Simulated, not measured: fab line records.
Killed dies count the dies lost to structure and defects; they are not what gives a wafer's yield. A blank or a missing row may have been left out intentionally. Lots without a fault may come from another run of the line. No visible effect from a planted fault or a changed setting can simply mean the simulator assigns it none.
Lot-split experiment    flow gf180mcu    5 lots, 23 wafers read, on a route of 602 steps

## ABOUT THE SPLIT
At GF_V4_PEB_12 (peb time 90 s), the setting peb_temp_c was moved away from the recipe's 135 C on 9 of the 23 wafers read, by -2.7% to +2.6%. All remaining wafers had this setting at the recipe value.

## FROM SPLIT TO READING: 1 step shown by the file between the two
- GF_V4_DEVELOP_13: develop time 60 s

## THE READING
cd_nm, in nm, at GF_V4_CD_MEAS_14 (target cd 260 nm). Typical for fault-free wafers on this fab line: 259.8 nm, with standard deviation 1.1 nm.

wafer   tool, chamber at the split  peb_temp_c as run, C  against the recipe  cd_nm, nm  against lot-mates on the recipe
L077.2  litho_track-02, 0           138.5                 +2.6%               267.6      +8.1
L077.3  litho_track-02, 0           138.5                 +2.6%               268.0      +8.5
L077.4  litho_track-02, 0           135                   recipe              258.8      -
L077.5  litho_track-02, 0           135                   recipe              259.9      -
L077.6  litho_track-02, 0           135                   recipe              259.7      -
L076.1  litho_track-02, 0           135                   recipe              258.3      -
L076.2  litho_track-02, 0           135                   recipe              259.2      -
L076.3  litho_track-02, 0           131.6                 -2.5%               247.9      -10.8
L076.5  litho_track-02, 0           131.6                 -2.5%               247.7      -11.1
L076.6  litho_track-02, 0           131.6                 -2.5%               247.1      -11.7
L081.2  litho_track-03, 0           135                   recipe              260.6      -
L081.3  litho_track-03, 0           135                   recipe              260.9      -
L081.4  litho_track-03, 0           135                   recipe              259.7      -
L080.2  litho_track-04, 0           135                   recipe              258.9      -
L080.3  litho_track-04, 0           131.3                 -2.7%               247.3      -11.6
L080.4  litho_track-04, 0           135                   recipe              258.0      -
L080.5  litho_track-04, 0           135                   recipe              259.9      -
L080.6  litho_track-04, 0           131.3                 -2.7%               248.0      -10.9
L083.2  litho_track-03, 0           136.8                 +1.3%               265.7      +6.0
L083.3  litho_track-03, 0           135                   recipe              260.2      -
L083.4  litho_track-03, 0           136.8                 +1.3%               264.4      +4.7
L083.5  litho_track-03, 0           135                   recipe              258.3      -
L083.6  litho_track-03, 0           135                   recipe              260.6      -

THE FIT
A straight line over all 23 wafers: cd_nm changes by +4.13 nm for each +1% of peb_temp_c; r = +0.98; the points scatter about the line by 1.1 nm.
The same after taking each lot's own level away (the mean of its wafers on the recipe; 23 wafers): +3.96 nm for each +1%; r = +0.99; scatter 0.91 nm.
The reading moves by 11 nm for the largest change in peb_temp_c, on that fit.
From 258.75 to 260.40 nm: that is the span of the lots' own levels, equal to 1.5 times the standard deviation above.
Consequently the slope shifts little with the lot-to-lot level, the two slopes agreeing.
Check: -11.1 nm against its lot-mates is what the line predicts for one of the wafers moved furthest among these (-2.7%) when that wafer is left out of the fit. Against them it came out at -11.6 nm.

## OTHER SPLITS APPLIED TO THESE WAFERS
Other splits were also applied to these wafers ahead of the reading. Each is held against what the fit with the lots' levels taken away leaves over:
other split on the same wafers   wafers away from the commonest value  r with cd_nm (lot level and that fit taken away)
GF_V3_CVD_00 sih4_flow_sccm      10                                    +0.06
GF_V3_CVD_23 temp_c              10                                    -0.43
GF_V4_CMP_04 leave_above_ref_nm  8                                     -0.25

## THE WHOLE CHAIN: every reading that the file lists as answering this split, in the file's order
step              what it does          reading                                                    change (the file's fit)               r (the file's)
GF_V4_CD_MEAS_14  target cd 260 nm      cd_nm                                                      +3.93 nm for each +1% of the setting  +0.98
GF_V4_ETCH_16     etches BARC in N2/H2  V4.cd_nm (the simulator's own value, which no gauge read)  +4.01 nm for each +1% of the setting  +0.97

## FILE'S OWN FIT
cd_nm changes by +3.93 nm for each +1% of peb_temp_c, r = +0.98.
